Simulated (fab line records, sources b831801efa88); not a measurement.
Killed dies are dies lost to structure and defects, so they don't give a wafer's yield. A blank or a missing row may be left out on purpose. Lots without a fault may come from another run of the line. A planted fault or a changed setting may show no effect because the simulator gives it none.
Which tool did it? | flow gf180mcu | 13 lots, 39 wafers sampled, at 4 steps of a route of 602

WHAT THE GAUGES READ, wafer by wafer
GF_NWELL_TW_MEAS_11. Usual: NWELL_TW 1563, standard deviation 11.
lot  | measured    | on            | NWELL_TW       | flag
L199 | day 3 07:41 | film_metro-01 | 1576 1576 1563 |
L200 | day 3 14:02 | film_metro-03 | 1557 1561 1559 |
L201 | day 3 17:26 | film_metro-03 | 1568 1564 1563 |
L204 | day 4 12:18 | film_metro-02 | 1566 1557 1565 |
L206 | day 4 21:48 | film_metro-03 | 1737 1737 1734 | OFF
L207 | day 5 02:48 | film_metro-03 | 1553 1565 1558 |
L209 | day 5 15:54 | film_metro-02 | 1742 1737 1743 | OFF
L212 | day 6 06:54 | film_metro-02 | 1557 1559 1563 |
L214 | day 6 17:21 | film_metro-03 | 1572 1565 1569 |
L216 | day 7 04:31 | film_metro-01 | 1583 1582 1582 |
L217 | day 7 09:46 | film_metro-02 | 1548 1544 1546 |
L220 | day 8 03:44 | film_metro-02 | 1542 1548 1548 |
L221 | day 8 08:51 | film_metro-01 | 1574 1577 1579 |

GF_MVSD_OVL_MEAS_07. Usual: MVSD_OVL -0.3 nm, standard deviation 1.3.
lot  | measured    | on         | MVSD_OVL (nm)  | flag
L199 | day 4 10:08 | overlay-01 | -0.9 -1.3 0.0  |
L200 | day 4 16:23 | overlay-01 | -0.6 -0.8 -1.4 |
L201 | day 4 20:36 | overlay-01 | -0.7 0.2 0.2   |
L204 | day 5 16:46 | overlay-01 | -3.3 -1.0 -1.9 |
L206 | day 6 03:37 | overlay-01 | -1.4 1.0 -0.6  |
L207 | day 6 07:40 | overlay-01 | 0.0 0.4 1.1    |
L209 | day 6 21:52 | overlay-01 | -2.5 -0.8 -2.8 |
L212 | day 7 13:16 | overlay-01 | 1.4 -0.8 0.9   |
L214 | day 8 00:36 | overlay-01 | -0.3 -0.8 1.6  |
L216 | day 8 13:01 | overlay-02 | 2.0 0.9 0.5    |
L217 | day 8 17:28 | overlay-01 | 1.3 1.1 0.4    |
L220 | day 9 13:46 | overlay-02 | -0.9 -0.7 -1.5 |
L221 | day 9 17:30 | overlay-02 | 0.1 0.9 -2.3   |

GF_VT_IMPLANT_RS_MEAS_47: measures by four-point-probe. Usual: NWELL_RS 488.2 ohm/sq, standard deviation 1.2.
lot  | measured     | on            | NWELL_RS (ohm/sq) | flag
L199 | day 7 12:49  | film_metro-01 | 486.7 488.5 489.0 |
L200 | day 7 19:58  | film_metro-01 | 487.0 487.3 487.6 |
L201 | day 7 23:55  | film_metro-02 | 486.1 487.9 489.1 |
L204 | day 9 00:55  | film_metro-01 | 488.5 488.1 488.2 |
L206 | day 9 12:47  | film_metro-01 | 402.8 402.6 402.3 | OFF
L207 | day 9 17:08  | film_metro-02 | 490.2 488.1 489.5 |
L209 | day 10 08:14 | film_metro-01 | 402.4 403.8 403.8 | OFF
L212 | day 11 02:23 | film_metro-02 | 487.5 488.2 488.4 |
L214 | day 11 12:46 | film_metro-03 | 488.8 488.3 487.0 |
L216 | day 12 04:08 | film_metro-02 | 487.8 488.0 487.9 |
L217 | day 12 07:17 | film_metro-01 | 490.0 490.6 489.6 |
L220 | day 13 05:08 | film_metro-01 | 488.4 488.7 487.7 |
L221 | day 13 11:23 | film_metro-01 | 489.6 489.1 488.8 |

WHICH TOOL RAN EACH LOT (tool, then ch and the chambers of the sampled wafers, then the start)
lot  | GF_NWELL_IMPLANT_08
L199 | implanter-01 ch 0, day 3 07:17
L200 | implanter-02 ch 0, day 3 13:38
L201 | implanter-03 ch 0, day 3 17:02
L204 | implanter-01 ch 0, day 4 11:54
L206 | implanter-01 ch 0, day 4 21:24
L207 | implanter-03 ch 0, day 5 02:25
L209 | implanter-01 ch 0, day 5 15:30
L212 | implanter-02 ch 0, day 6 06:31
L214 | implanter-02 ch 0, day 6 16:57
L216 | implanter-03 ch 0, day 7 04:10
L217 | implanter-02 ch 0, day 7 09:25
L220 | implanter-02 ch 0, day 8 03:22
L221 | implanter-03 ch 0, day 8 08:27
- GF_NWELL_IMPLANT_08

WHAT THE TOOLS THEMSELVES READ (means of the sampled wafers that have a number; where no wafer has one, the mark that the record gives instead)
GF_NWELL_IMPLANT_08. Usual: dose_ions_cm2 1.4996e+13, standard deviation 1.6e+10; faraday_current_uA 84.5, standard deviation 1.9.
lot  | tool         | dose_ions_cm2 | faraday_current_uA | flag
L199 | implanter-01 | 1.4990e+13    | 85.1               |
L200 | implanter-02 | 1.4992e+13    | 84.8               |
L201 | implanter-03 | 1.4989e+13    | 82.7               |
L204 | implanter-01 | 1.4990e+13    | 83.9               |
L206 | implanter-01 | 2.1644e+13    | 122.4              | OFF
L207 | implanter-03 | 1.4997e+13    | 84.4               |
L209 | implanter-01 | 2.1648e+13    | 122.4              | OFF
L212 | implanter-02 | 1.4990e+13    | 84.8               |
L214 | implanter-02 | 1.4997e+13    | 84.8               |
L216 | implanter-03 | 1.5003e+13    | 84.7               |
L217 | implanter-02 | 1.4992e+13    | 84.5               |
L220 | implanter-02 | 1.4983e+13    | 84.8               |
L221 | implanter-03 | 1.5001e+13    | 82.2               |

THE ANSWER, worked out from the rows above alone
Rule: a lot is off if the mean of its wafers that have a number lies more than 3 standard deviations from the usual mean. A lot without any number at a reading at which 4 lots or more have one is off too. The other lots that the step has rows for count as sound. The gauges are gone through in route order, then the tools' own readings, and for those a lot's mean is taken as printed above. The first step at which some lot is off is used, and at that step the reading that is off furthest; a lot without a number counts as furthest.
Off: L206, L209, at GF_NWELL_TW_MEAS_11 (NWELL_TW).
A tool fits if, at a process step before that reading, it ran every lot that is off, and no sound lot after the first of them. The gauges at GF_NWELL_TW_MEAS_11 aren't tried: what is off there is off at GF_VT_IMPLANT_RS_MEAS_47 too, on other tools, and a gauge's error can't cause that. One fits: implanter-01 at GF_NWELL_IMPLANT_08. Its last sound lot is L204 (day 4 11:54), its first lot that is off L206 (day 4 21:24): a fault that began between those two fits.
The tool's own readings at GF_NWELL_IMPLANT_08 bear it out: on the lots that are off they differ by more than 5 times the standard deviation of the sound lots' means. dose_ions_cm2 reads 2.1646e+13 there against 1.4993e+13 on the sound lots; faraday_current_uA reads 122.4 there against 84.2 on the sound lots.

WHAT THE SIMULATOR HAD PUT IN
Process parameter drift: implanter-01, from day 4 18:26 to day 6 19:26, at GF_NWELL_IMPLANT_08. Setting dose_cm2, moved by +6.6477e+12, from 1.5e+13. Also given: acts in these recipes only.
Lots struck among those shown: L206, L209. The rule above found the same.
